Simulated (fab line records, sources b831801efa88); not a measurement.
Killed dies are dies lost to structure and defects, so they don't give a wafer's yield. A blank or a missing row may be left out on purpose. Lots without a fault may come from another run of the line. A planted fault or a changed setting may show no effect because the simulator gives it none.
Which tool did it? | flow gf180mcu | 7 lots, 21 wafers sampled, at 2 steps of a route of 602

WHAT THE GAUGES READ, wafer by wafer
GF_MVSD_TW_MEAS_11.
lot  | measured     | on            | MVSD_TW
L263 | day 4 16:51  | film_metro-04 | 1606 1602 1601
L265 | day 5 04:23  | film_metro-04 | 1601 1603 1602
L267 | day 5 18:51  | film_metro-03 | 1576 1582 1578
L271 | day 6 14:48  | film_metro-04 | 1593 158 1602
L276 | day 7 20:11  | film_metro-04 | 1597 1591 1598
L283 | day 9 12:27  | film_metro-03 | 1579 1576 1580
L285 | day 10 00:29 | film_metro-03 | 1569 1569 1571

WHICH TOOL RAN EACH LOT (tool, then ch and the chambers of the sampled wafers, then the start)
lot  | GF_MVSD_DEVELOP_06
L263 | litho_track-03 ch 0, day 4 16:00
L265 | litho_track-01 ch 0, day 5 03:00
L267 | litho_track-03 ch 0, day 5 18:00
L271 | litho_track-03 ch 0, day 6 14:00
L276 | litho_track-01 ch 0, day 7 19:00
L283 | litho_track-04 ch 0, day 9 11:00
L285 | litho_track-03 ch 0, day 9 23:00
- GF_MVSD_DEVELOP_06: develop time 60 s.

THE ANSWER, worked out from the rows above alone
Rule: what is usual is taken from the lots themselves. Put in order of their means at a reading, lots are off if they are a third of the lots or fewer, leave a main group of 4 or more, and stand apart from it by a gap of 3 or more times the standard deviation of the main group's means; of several such gaps the widest counts. A main group whose means are all the same, to the digits that the tables above print for the reading, isn't used. A lot without any number at a reading at which 4 lots or more have one is off too. The other lots that the step has rows for count as sound.
Off: L271, at GF_MVSD_TW_MEAS_11 (MVSD_TW). The main group: mean 1588, standard deviation 13.
A tool fits if, at a process step before that reading, it ran every lot that is off, and no sound lot after the first of them. The gauges at GF_MVSD_TW_MEAS_11 are tried like those tools. None of those tried fits.

WHAT THE SIMULATOR HAD PUT IN
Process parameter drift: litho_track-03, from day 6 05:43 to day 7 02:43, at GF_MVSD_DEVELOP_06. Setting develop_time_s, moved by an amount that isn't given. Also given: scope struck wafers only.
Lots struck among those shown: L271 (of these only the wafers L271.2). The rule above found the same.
